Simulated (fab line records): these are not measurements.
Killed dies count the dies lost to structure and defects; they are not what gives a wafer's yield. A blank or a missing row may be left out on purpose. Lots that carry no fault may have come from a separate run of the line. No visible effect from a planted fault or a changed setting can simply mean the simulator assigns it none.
Which tool was responsible?	flow gf180mcu	Sampling: 6 lots, 18 wafers, 2 of 602 route steps

## WHAT THE GAUGES SHOWED, per wafer
GF_TOP_METAL_OVL_MEAS_15.
lot	measured	on	TOP_METAL_OVL (nm)
L711	day 28 15:25	overlay-01	2.1 1.6 0.4
L714	day 29 09:11	overlay-02	0.6 0.7 2.7
L721	day 31 09:05	overlay-01	0.2 -0.3 1.6
L725	day 32 09:59	overlay-02	1.9 2.3 0.2
L730	day 33 17:00	overlay-01	2.5 2.0 2.0
L733	day 34 09:11	overlay-02	2.0 2.9 2.6

## WHICH TOOL RAN EACH LOT (tool, then ch and the chambers of the sampled wafers, then the start)
lot	GF_M3_METAL_ETCH_16
L711	rie_metal-04 ch 0,1, day 21 20:11
L714	rie_metal-01 ch 0,1, day 22 20:29
L721	rie_metal-04 ch 0,1, day 25 07:57
L725	rie_metal-02 ch 0,1, day 26 12:28
L730	rie_metal-02 ch 0,1, day 28 02:43
L733	rie_metal-04 ch 0,1, day 29 00:40
- GF_M3_METAL_ETCH_16: etches the open film in Cl2/BCl3, stops on SiO2, target depth 627.5 nm, time 104.6 s.

## THE ANSWER, worked out from the rows above alone
Rule: the lots themselves supply what counts as usual. The widest of any qualifying gaps counts: lots, ordered by their means at a reading, are off when they make up no more than a third of the lots, leave a main group of 4 or more, and stand apart from it by 3 or more times the standard deviation of that group's means. A main group whose means are all the same, to the digits that the tables above print for the reading, isn't used. A lot without any number at a reading at which 4 lots or more have one is off too. All remaining lots with rows at the step are treated as sound.
None of the lots is off at any reading shown; this tells nothing.

## WHAT THE SIMULATOR PUT IN
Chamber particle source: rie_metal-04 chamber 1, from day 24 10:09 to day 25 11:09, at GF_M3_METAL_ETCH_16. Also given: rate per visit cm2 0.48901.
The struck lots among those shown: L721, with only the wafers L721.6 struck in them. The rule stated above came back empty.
